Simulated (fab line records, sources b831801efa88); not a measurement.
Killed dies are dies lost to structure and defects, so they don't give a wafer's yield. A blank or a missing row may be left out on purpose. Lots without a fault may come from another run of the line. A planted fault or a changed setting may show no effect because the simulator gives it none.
A struck lot beside a sound one | flow sky130 | 15 steps out of a route of 708
Sound: wafers L562.3, L562.4, L562.6. Struck: wafers L568.2, L568.4, L568.6. The cause comes at the end.
At each step with rows: each side's tool, then ch and its chambers, then its first start. Under that, the readings that differ: sound wafers | struck wafers | difference of the means | sigmas: that difference in standard deviations of wafers without a fault.
alike: readings whose means differ by less than 2 such deviations, and words and numbers that are the same on both sides. not compared: withheld readings, readings that some wafer has no value for, bounds like >300 that may hide the same value, and numbers for which the record gives no deviation and whose values overlap.
The two part at a step that has a row with sigmas, a row that says differs or no value, or rows on one side only. Numbers that don't overlap but have no deviation are shown without sigmas and don't part them. A reading that every wafer of one side lacks parts them only if that side has two wafers or more.

SKY_VIA3_STRIP_16: strips in O2/N2.
  sound on plasma_asher-04 ch 0,1, day 41 20:35; struck on plasma_asher-04 ch 1, day 43 12:47
  reading             | sound          | struck         | difference | sigmas
  o2_flow_sccm (sccm) | 2994 2996 2988 | 3013 3010 3009 | +18        | +2
  alike: drypump_motor_current_A, oes_product_au, strip_time_to_endpoint_s
  not compared: rf_hours_counter_h
then, 3 steps without rows for these wafers: SKY_VIA3_STRIP_17 (strips in post etch residue remover, time 1200 s); SKY_VIA3_CLEAN_18 (cleans in IPA, time 180 s); SKY_VIA3_CLEAN_19 (cleans in O3/DIW).
SKY_VIA3_SPUTTER_20: material TiN, target thk 20 nm, time 80 s.
  sound on pvd_sputter-01, day 41 21:09; struck on pvd_sputter-03, day 43 13:23
  alike: cathode_dc_power_W, throttle_valve_pct
then, 1 step without rows for these wafers: SKY_VIA3_CVD_21 (deposits W, target thk 390 nm, time 117.31 s).
SKY_VIA3_RS_MEAS_22: measures by four-point-probe.
  sound on film_metro-04, day 41 21:22; struck on film_metro-04, day 43 13:35
  alike: VIA3_W_RS
SKY_VIA3_THK_MEAS_23: measures by xrf.
  sound on film_metro-04, day 41 21:28; struck on film_metro-04, day 43 13:42
  alike: VIA3_W_THK
SKY_VIA3_CMP_24: polishes, stops on SiO2, t overpolish 20 s, target thk 0 nm.
  sound on cmp-01 ch 0,3, day 41 21:31; struck on cmp-01 ch 0,1,3, day 43 13:51
  alike: edge_zone_pressure_frac, motor_current_A, overpolish_run_s, retaining_ring_pressure_frac, time_to_endpoint_s
then, 1 step without rows for these wafers: SKY_METAL4_SPUTTER_00 (material Ti, target thk 15 nm, time 10 s).
SKY_METAL4_SPUTTER_01: material TiN, target thk 20 nm, time 16.7 s.
  sound on pvd_sputter-04, day 41 21:50; struck on pvd_sputter-04, day 43 14:04
  alike: cathode_dc_power_W, throttle_valve_pct
then, 1 step without rows for these wafers: SKY_METAL4_SPUTTER_02 (material AlCu, target thk 735 nm, time 39.1 s).
SKY_METAL4_SPUTTER_03: material Ti, target thk 5 nm, time 3.3 s.
  sound on pvd_sputter-04, day 41 21:54; struck on pvd_sputter-04, day 43 14:08
  reading                | sound                | struck               | difference | sigmas
  cathode_dc_power_W (W) | 2999.9 3000.7 3000.3 | 2921.7 2921.4 2921.5 | -78.8      | -99 or more
  alike: throttle_valve_pct
SKY_METAL4_SPUTTER_04: material TiN, target thk 70 nm, time 58.3 s.
  sound on pvd_sputter-04, day 41 21:55; struck on pvd_sputter-04, day 43 14:09
  alike: cathode_dc_power_W, throttle_valve_pct
-- the record jumps here: 5 days lie between the struck wafers' starts before and after (it left off in module METAL4 and takes up again in module PAD_OPEN, whose first step shown is number 708 of the route) --
SKY_PAD_OPEN_PROBE_99:
  sound on prober-01, day 47 14:46; struck on prober-01, day 48 23:37
  alike: defect_limited_yield, killed_at_M0_to_M3, killed_at_M4_up, killed_at_contacts, killed_at_front_end, killed_at_other, killed_dies, killed_open, killed_short, sort_bin_3_pad_short, sort_bin_5_function, sort_bin_6_memory, sort_n_pass, sort_yield_pct

WHERE THEY PART
First at SKY_VIA3_STRIP_16; last, within this record, at SKY_METAL4_SPUTTER_03. Later steps at which nothing parts them and some readings are alike: SKY_METAL4_SPUTTER_04, SKY_PAD_OPEN_PROBE_99.

WHY: what the simulator had put in
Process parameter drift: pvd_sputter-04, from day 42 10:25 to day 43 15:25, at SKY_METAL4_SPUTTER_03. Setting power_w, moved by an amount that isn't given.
